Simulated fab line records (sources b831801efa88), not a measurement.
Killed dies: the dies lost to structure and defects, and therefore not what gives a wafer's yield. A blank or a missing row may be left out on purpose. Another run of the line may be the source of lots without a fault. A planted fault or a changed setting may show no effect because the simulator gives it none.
Matching of chambers    flow sfqLine    SFQ_TRILAYER_I2_CMP_CMP_064 on cmp-01 has 4 sister chambers
The step polishes SiO2. 8 wafers are shown with their chamber, then 8 later ones without.

## WAFERS WITH THEIR CHAMBER
wafer   chamber  motorCurrentA (A)  timeToEndpointS (s)
L650.5  0        9.1                232
L650.6  3        10.9               226
L652.2  3        10.9               204
L652.6  2        11.0               219
L656.3  2        11.0               218
L656.2  0        9.4                219
L656.5  1        12.5               225
L658.1  1        11.7               218

## WAFERS WITHOUT THEIR CHAMBER
wafer   motorCurrentA (A)  timeToEndpointS (s)
L658.3  11.2               214
L658.6  10.9               225
L668.1  9.4                205
L668.2  11.7               214
L668.3  10.5               211
L669.2  12.1               202
L669.5  10.8               213
L669.6  11.2               223

## WHICH CHAMBER EACH WENT THROUGH
wafer   from the rows above           in truth
L658.3  can't be placed: 2 or 3       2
L658.6  can't be placed: 2 or 3       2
L668.1  0                             0
L668.2  can't be placed: 1 or 2 or 3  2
L668.3  can't be placed: 3 or 2       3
L669.2  can't be placed: 1 or 2       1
L669.5  can't be placed: 3 or 2       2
L669.6  can't be placed: 2 or 3       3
Correct placement for 1 of the 8. Can't be placed from these rows: 7 (the true chamber is among the candidates in 7). Wrongly placed: 0.
How it was worked out, from the rows above alone: a wafer's distance from a chamber is the root of the sum, over the readings, of the square of ((its reading less the chamber's mean) divided by the reading's scatter). If the next closest chamber is less than 2 further off than the closest, the wafer can't be placed; otherwise it belongs to the closest. A chamber's mean is the mean of its shown wafers. How the scatter is found: for the shown wafers, subtract from each reading the mean of its chamber, square and add these, divide the total by (wafers less chambers), then take the root.
